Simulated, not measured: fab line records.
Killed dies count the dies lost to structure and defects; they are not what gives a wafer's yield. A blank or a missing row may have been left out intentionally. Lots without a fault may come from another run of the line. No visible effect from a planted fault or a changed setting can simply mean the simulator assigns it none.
Which tool is to blame? | flow gf180mcu | 39 wafers from 13 lots sampled at 3 of the route's 602 steps

WHAT EACH GAUGE READ, for each wafer
GF_TOP_METAL_RS_MEAS_05: measures by four-point-probe. Usual: for TOP_METAL_ALCU_RS the level is 0.0327 ohm/sq and the standard deviation is 0.00048.
lot  | measured     | on            | TOP_METAL_ALCU_RS (ohm/sq) | flag
L577 | day 27 14:05 | film-metro-02 | 0.0327 0.0327 0.0324       |
L578 | day 27 21:16 | film-metro-03 | 0.0317 0.0326 0.0324       |
L579 | day 28 10:35 | film-metro-03 | 0.0331 0.0333 0.0334       |
L581 | day 28 23:49 | film-metro-03 | 0.0327 0.0324 0.0328       |
L582 | day 29 04:20 | film-metro-03 | 0.0327 0.0320 0.0325       |
L583 | day 29 10:44 | film-metro-03 | 0.0330 0.0323 0.0331       |
L586 | day 30 15:06 | film-metro-03 | 0.0326 0.0331 0.0329       |
L587 | day 30 20:51 | film-metro-02 | 0.0330 0.0338 0.0333       |
L590 | day 31 22:04 | film-metro-03 | 0.0320 0.0319 0.0325       |
L594 | day 32 20:41 | film-metro-04 | 0.0325 0.0332 0.0326       |
L596 | day 33 03:51 | film-metro-02 | 0.0328 0.0332 0.0331       |
L597 | day 33 07:13 | film-metro-02 | 0.0326 0.0327 0.0328       |
L598 | day 33 16:01 | film-metro-03 | 0.0326 0.0331 0.0326       |

TOOL THAT RAN EACH LOT (tool first, then ch and the chambers of the sampled wafers, then the start)
lot  | GF_V5_SPUTTER_22             | GF_TOP_METAL_SPUTTER_02
L577 | pvd-sputter-04, day 27 13:13 | pvd-sputter-02, day 27 13:59
L578 | pvd-sputter-04, day 27 20:25 | pvd-sputter-03, day 27 21:10
L579 | pvd-sputter-02, day 28 09:43 | pvd-sputter-03, day 28 10:29
L581 | pvd-sputter-04, day 28 22:58 | pvd-sputter-01, day 28 23:43
L582 | pvd-sputter-04, day 29 02:50 | pvd-sputter-03, day 29 04:13
L583 | pvd-sputter-01, day 29 09:53 | pvd-sputter-03, day 29 10:38
L586 | pvd-sputter-04, day 30 14:15 | pvd-sputter-01, day 30 15:01
L587 | pvd-sputter-02, day 30 19:59 | pvd-sputter-02, day 30 20:45
L590 | pvd-sputter-02, day 31 20:57 | pvd-sputter-02, day 31 21:58
L594 | pvd-sputter-02, day 32 19:50 | pvd-sputter-01, day 32 20:35
L596 | pvd-sputter-04, day 33 03:00 | pvd-sputter-02, day 33 03:46
L597 | pvd-sputter-01, day 33 06:20 | pvd-sputter-03, day 33 07:06
L598 | pvd-sputter-04, day 33 15:07 | pvd-sputter-01, day 33 15:53
- GF_V5_SPUTTER_22: material TiN, target thk 10 nm, time 40 s.
- GF_TOP_METAL_SPUTTER_02: material AlCu, target thk 900 nm, time 47.82 s.

AS READ BY THE TOOLS THEMSELVES (means over the sampled wafers that have a number; for cases with no such wafer, the mark the record gives instead)
GF_V5_SPUTTER_22. Usual: throttle-valve-pct 30.2 %, standard deviation 0.94.
lot  | tool           | throttle-valve-pct (%) | flag
L577 | pvd-sputter-04 | 30.5                   |
L578 | pvd-sputter-04 | 30.2                   |
L579 | pvd-sputter-02 | 30.8                   |
L581 | pvd-sputter-04 | 30.1                   |
L582 | pvd-sputter-04 | 30.8                   |
L583 | pvd-sputter-01 | 29.3                   |
L586 | pvd-sputter-04 | 31.0                   |
L587 | pvd-sputter-02 | 30.8                   |
L590 | pvd-sputter-02 | 30.6                   |
L594 | pvd-sputter-02 | 30.5                   |
L596 | pvd-sputter-04 | 30.2                   |
L597 | pvd-sputter-01 | 30.2                   |
L598 | pvd-sputter-04 | 30.0                   |

GF_TOP_METAL_SPUTTER_02. Usual: throttle-valve-pct 30.6 %, standard deviation 0.95.
lot  | tool           | throttle-valve-pct (%) | flag
L577 | pvd-sputter-02 | 30.7                   |
L578 | pvd-sputter-03 | 30.7                   |
L579 | pvd-sputter-03 | 30.7                   |
L581 | pvd-sputter-01 | 29.4                   |
L582 | pvd-sputter-03 | 30.9                   |
L583 | pvd-sputter-03 | 31.3                   |
L586 | pvd-sputter-01 | 29.7                   |
L587 | pvd-sputter-02 | 30.8                   |
L590 | pvd-sputter-02 | 30.7                   |
L594 | pvd-sputter-01 | 29.6                   |
L596 | pvd-sputter-02 | 30.7                   |
L597 | pvd-sputter-03 | 30.1                   |
L598 | pvd-sputter-01 | 29.6                   |

THE ANSWER, worked out from the rows above alone
Rule: lot off if the mean of its wafers having a number is beyond 3 standard deviations from the usual mean. Also off: a lot with no number at a reading for which 4 or more lots have one. The other lots that the step has rows for count as sound. The gauges are gone through in route order, then the tools' own readings, and for those a lot's mean is taken as printed above. At the first step where some lot is off, the reading lying furthest off is the one used; lots without a number count as furthest.
Across all readings shown, no lot is off: no conclusion can be drawn from this.

WHAT WAS PUT IN BY THE SIMULATOR
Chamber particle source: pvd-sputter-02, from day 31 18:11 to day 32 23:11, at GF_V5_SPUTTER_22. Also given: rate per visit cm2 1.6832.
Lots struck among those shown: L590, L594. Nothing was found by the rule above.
